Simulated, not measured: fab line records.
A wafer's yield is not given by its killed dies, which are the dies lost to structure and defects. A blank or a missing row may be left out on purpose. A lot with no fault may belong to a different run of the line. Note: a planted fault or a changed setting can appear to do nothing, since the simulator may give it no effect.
Which tool was responsible? + flow sky130 + 14 lots, 42 wafers sampled, at 2 steps of a route of 708

## WHAT THE GAUGES SHOWED, per wafer
SKY_VIA3_THK_MEAS_01. Usual: VIA3_HDPCVD_THK typically reads 1629 nm, with standard deviation 18.
| lot  | measured     | on           | VIA3_HDPCVD_THK (nm)        | flag |
|------|--------------|--------------|-----------------------------|------|
| L534 | day 38 15:16 | filmMetro-03 | 1668 1649 1641              |      |
| L535 | day 39 00:14 | filmMetro-04 | 1651 1632 1610              |      |
| L536 | day 39 09:20 | filmMetro-02 | 1621 1663 1648              |      |
| L538 | day 40 05:44 | filmMetro-03 | 1599 1623 1638              |      |
| L540 | day 40 14:25 | filmMetro-04 | 1632 1593 1629              |      |
| L539 | day 40 15:34 | filmMetro-03 | 1630 779 1656 1630 778 1655 | OFF  |
| L541 | day 40 22:38 | filmMetro-02 | 793 1657 1662 793 1657 1663 | OFF  |
| L550 | day 43 19:13 | filmMetro-03 | 1662 1619 1657              |      |
| L552 | day 44 04:40 | filmMetro-03 | 1594 1611 1612              |      |
| L553 | day 44 14:26 | filmMetro-03 | 1613 1618 1606              |      |
| L554 | day 44 15:13 | filmMetro-03 | 1634 1617 1643              |      |
| L555 | day 44 22:15 | filmMetro-03 | 1602 1605 1619              |      |
| L556 | day 45 01:03 | filmMetro-03 | 1631 1657 1615              |      |
| L557 | day 45 05:52 | filmMetro-02 | 1633 1651 1621              |      |

## WHICH TOOL RAN EACH LOT (tool, then ch and the chambers of the sampled wafers, then the start)
| lot  | SKY_VIA3_HDPCVD_00               |
|------|----------------------------------|
| L534 | hdpcvd-01 ch 0,1, day 38 15:05   |
| L535 | hdpcvd-02 ch 0,1,2, day 39 00:04 |
| L536 | hdpcvd-01 ch 0,2, day 39 09:09   |
| L538 | hdpcvd-02 ch 0,1,2, day 40 05:34 |
| L540 | hdpcvd-02 ch 0,1,2, day 40 14:19 |
| L539 | hdpcvd-01 ch 0,1,2, day 40 15:23 |
| L541 | hdpcvd-01 ch 0,1,2, day 40 22:28 |
| L550 | hdpcvd-02 ch 0,2, day 43 19:02   |
| L552 | hdpcvd-01 ch 0,1, day 44 04:29   |
| L553 | hdpcvd-01 ch 0,2, day 44 14:16   |
| L554 | hdpcvd-01 ch 0,1,2, day 44 15:03 |
| L555 | hdpcvd-01 ch 0,2, day 44 22:05   |
| L556 | hdpcvd-01 ch 0,1,2, day 45 00:56 |
| L557 | hdpcvd-02 ch 0,1,2, day 45 05:45 |
- SKY_VIA3_HDPCVD_00: deposits SiO2, target thk 1635 nm, time 272.5 s.

## AS READ BY THE TOOLS THEMSELVES (means over the sampled wafers that have a number; for cases with no such wafer, the mark the record gives instead)
The record holds no such reading with a usual standard deviation.

## THE ANSWER, worked out from the rows above alone
Rule: lot off if the mean of its wafers having a number is beyond 3 standard deviations from the usual mean. Also off: a lot with no number at a reading for which 4 or more lots have one. All remaining lots with rows at the step are treated as sound. After the gauges, taken in route order, come the tools' own readings; for these a lot's mean is taken, as printed above. At the first step where some lot is off, the reading lying furthest off is the one used; lots without a number count as furthest.
Off: L539, L541, seen at SKY_VIA3_THK_MEAS_01 (VIA3_HDPCVD_THK).
If a tool, at a process step before that reading, ran all the lots that are off and no sound lot after the first of them, it fits. Those tools and the gauges at SKY_VIA3_THK_MEAS_01 are tried in the same way. Of those tried, none fits.

## WHAT THE SIMULATOR HAD PUT IN
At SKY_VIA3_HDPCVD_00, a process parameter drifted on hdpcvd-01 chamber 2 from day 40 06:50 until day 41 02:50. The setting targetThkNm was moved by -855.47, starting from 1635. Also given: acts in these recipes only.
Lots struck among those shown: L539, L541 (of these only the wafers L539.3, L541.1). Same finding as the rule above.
